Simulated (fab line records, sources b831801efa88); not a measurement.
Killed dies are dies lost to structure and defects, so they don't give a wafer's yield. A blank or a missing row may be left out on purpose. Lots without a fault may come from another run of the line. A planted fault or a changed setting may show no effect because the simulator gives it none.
One fault seen from 2 desks | flow sky130 | each desk has only its own numbers; what lay behind them comes last

THE METROLOGY DESK
What the gauges read, lot by lot, whatever tool the lot ran on: means of the sampled wafers that have a number. A lot is out of limits, marked OUT, if its mean lies more than 4 standard deviations from the usual mean; the brackets give that distance.
Columns: A = METAL5_ALCU_THK at SKY_METAL5_THK_MEAS_06, usual 1148 nm
lot  | first seen here | A
L973 | day 43 02:43    | 1157
L974 | day 43 04:16    | 1139
L975 | day 43 09:25    | 1143
L976 | day 43 14:45    | 1152
L977 | day 43 21:41    | 1148
L980 | day 44 09:29    | 1140
L983 | day 45 05:28    | 1150
L990 | day 47 16:07    | 1151
L992 | day 47 17:08    | 1170
L991 | day 47 19:41    | 1135
L996 | day 48 19:26    | 1160
L995 | day 48 23:40    | 1142
This desk's finding: nothing out of limits on any of the 12 lots.

THE TOOL OWNER'S DESK: cmp-01
The tool's own readings at SKY_VIA1_CMP_24 (polishes, stops on SiO2, t overpolish 15 s, target thk 0 nm): means of the sampled wafers that have a number, for each lot that ran on this tool. A lot is out of limits, marked OUT, if its mean lies more than 4 standard deviations from the usual mean; the brackets give that distance.
Columns: A = motor_current_A at SKY_VIA1_CMP_24, usual 11.6 A; B = overpolish_run_s at SKY_VIA1_CMP_24, usual 15.000 s; C = retaining_ring_pressure_frac at SKY_VIA1_CMP_24, usual 1.000; D = slurry_flow_ml_min at SKY_VIA1_CMP_24, usual 150.0; E = time_to_endpoint_s at SKY_VIA1_CMP_24, usual 64.9 s
lot  | first seen here | A    | B      | C     | D     | E
L974 | day 34 10:57    | 12.0 | 15.001 | 0.998 | 149.6 | 66.8
L977 | day 35 04:17    | 12.2 | 14.990 | 1.000 | 149.9 | 65.9
L980 | day 35 22:28    | 12.9 | 15.008 | 1.003 | 149.6 | 62.2
L983 | day 36 17:48    | 12.1 | 14.997 | 0.996 | 149.6 | 61.6
L992 | day 39 19:52    | 11.8 | 14.999 | 1.004 | 150.2 | 64.0
L991 | day 39 20:19    | 11.9 | 15.003 | 0.998 | 150.1 | 66.0
This desk's finding: nothing out of limits on any of the 6 lots.

PUT TOGETHER
The metrology desk saw nothing out of limits.
The tool owner's desk saw nothing out of limits.

WHAT THE SIMULATOR HAD PUT IN
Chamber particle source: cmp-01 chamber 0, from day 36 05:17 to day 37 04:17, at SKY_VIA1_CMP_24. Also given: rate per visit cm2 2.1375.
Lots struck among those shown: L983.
